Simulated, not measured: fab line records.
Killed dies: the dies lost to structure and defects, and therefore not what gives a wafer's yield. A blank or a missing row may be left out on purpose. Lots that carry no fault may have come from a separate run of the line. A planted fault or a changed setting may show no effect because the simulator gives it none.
Which tool did it?	flow gf180mcu	6 lots with 18 wafers sampled at 3 steps, on a route of 602 steps

## WHAT THE GAUGES SHOWED, per wafer
GF_PSD_CD_MEAS_07: target cd 400 nm.
lot	measured	on	cd nm (nm)
L334	day 14 08:17	cd sem-01	402.9 402.9 404.4
L340	day 16 17:06	cd sem-02	398.4 398.9 397.3
L344	day 18 04:10	cd sem-01	398.5 400.9 399.6
L350	day 20 04:07	cd sem-01	401.3 403.0 401.3
L353	day 21 05:46	cd sem-02	402.2 401.8 401.1
L355	day 22 00:25	cd sem-01	400.4 399.8 402.1

## EACH LOT AND THE TOOL THAT RAN IT (in order: tool; ch and the chambers of the sampled wafers; start)
lot	GF_HV_LDD_RTA_52	GF_PSD_EXPOSE_04
L334	rtp anneal-01 ch 0, day 12 13:58	iline stepper-02 ch 0, day 13 22:43
L340	rtp anneal-01 ch 0, day 14 18:25	iline stepper-02 ch 0, day 16 05:59
L344	rtp anneal-02 ch 0, day 16 02:50	iline stepper-02 ch 0, day 17 16:45
L350	rtp anneal-02 ch 0, day 18 00:08	iline stepper-01 ch 0, day 19 16:14
L353	rtp anneal-02 ch 0, day 19 02:10	iline stepper-02 ch 0, day 20 17:41
L355	rtp anneal-01 ch 0, day 19 21:55	iline stepper-02 ch 0, day 21 12:25
- GF_HV_LDD_RTA_52: time 10 s.
- GF_PSD_EXPOSE_04: exposes mask Pplus, target cd 400 nm.

## THE ANSWER, worked out from the rows above alone
Rule: what is usual is taken from the lots themselves. Put in order of their means at a reading, lots are off if they are a third of the lots or fewer, leave a main group of 4 or more, and stand apart from it by a gap of 3 or more times the standard deviation of the main group's means; of several such gaps the widest counts. A main group whose means are all the same, to the digits that the tables above print for the reading, isn't used. A lot without any number at a reading at which 4 lots or more have one is off too. The other lots that the step has rows for count as sound.
Across all readings shown, no lot is off: no conclusion can be drawn from this.

## WHAT HAD BEEN PUT IN BY THE SIMULATOR
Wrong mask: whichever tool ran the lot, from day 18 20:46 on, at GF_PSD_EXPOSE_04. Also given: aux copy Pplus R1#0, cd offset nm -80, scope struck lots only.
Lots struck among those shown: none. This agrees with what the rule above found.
